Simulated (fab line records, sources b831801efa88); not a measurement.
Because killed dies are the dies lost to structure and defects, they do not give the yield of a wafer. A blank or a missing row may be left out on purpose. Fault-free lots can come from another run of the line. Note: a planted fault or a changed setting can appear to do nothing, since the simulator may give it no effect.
Chamber matching / flow sky130 / SKY_VIA2_ETCH_15 on rie-diel-01: 4 sister chambers
The step etches SiO2 in C4F8/O2/Ar, stops on TiN, target depth 546 nm, time 84 s. 4 wafers are shown with their chamber, then 7 later ones without.

WAFERS, EACH WITH ITS CHAMBER
wafer=L608.2; chamber=2; oes-product-au (a.u.)=0.941
wafer=L608.3; chamber=1; oes-product-au (a.u.)=0.937
wafer=L610.2; chamber=0; oes-product-au (a.u.)=0.949
wafer=L610.3; chamber=3; oes-product-au (a.u.)=0.942

WAFERS MISSING THEIR CHAMBER
wafer=L610.6; oes-product-au (a.u.)=0.939
wafer=L614.3; oes-product-au (a.u.)=0.942
wafer=L614.5; oes-product-au (a.u.)=0.940
wafer=L614.6; oes-product-au (a.u.)=0.937
wafer=L617.1; oes-product-au (a.u.)=0.938
wafer=L617.5; oes-product-au (a.u.)=0.928
wafer=L617.6; oes-product-au (a.u.)=0.934

THE CHAMBER EACH PASSED THROUGH
wafer=L610.6; from the rows above=can't be placed: 1 or 2 or 3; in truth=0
wafer=L614.3; from the rows above=can't be placed: 3 or 2 or 1 or 0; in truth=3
wafer=L614.5; from the rows above=can't be placed: 2 or 3 or 1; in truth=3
wafer=L614.6; from the rows above=can't be placed: 1 or 2 or 3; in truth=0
wafer=L617.1; from the rows above=can't be placed: 1 or 2 or 3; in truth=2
wafer=L617.5; from the rows above=can't be placed: 1 or 2 or 3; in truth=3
wafer=L617.6; from the rows above=can't be placed: 1 or 2 or 3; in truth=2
Correctly placed: 0 of 7. From these rows, 7 cannot be placed; in 5 the true chamber is one of the candidates. Number placed wrongly: 0.
How it was worked out, from the rows above alone: a wafer's distance from a chamber is the root of the sum, over the readings, of the square of ((its reading less the chamber's mean) divided by the reading's scatter). If the next closest chamber is less than 2 further off than the closest, the wafer can't be placed; otherwise it belongs to the closest. For every chamber, the mean is computed from those of its wafers that are shown. The scatter: with one shown wafer a chamber, the root of the mean of the squares of how far each hidden wafer lies from its nearest shown one.
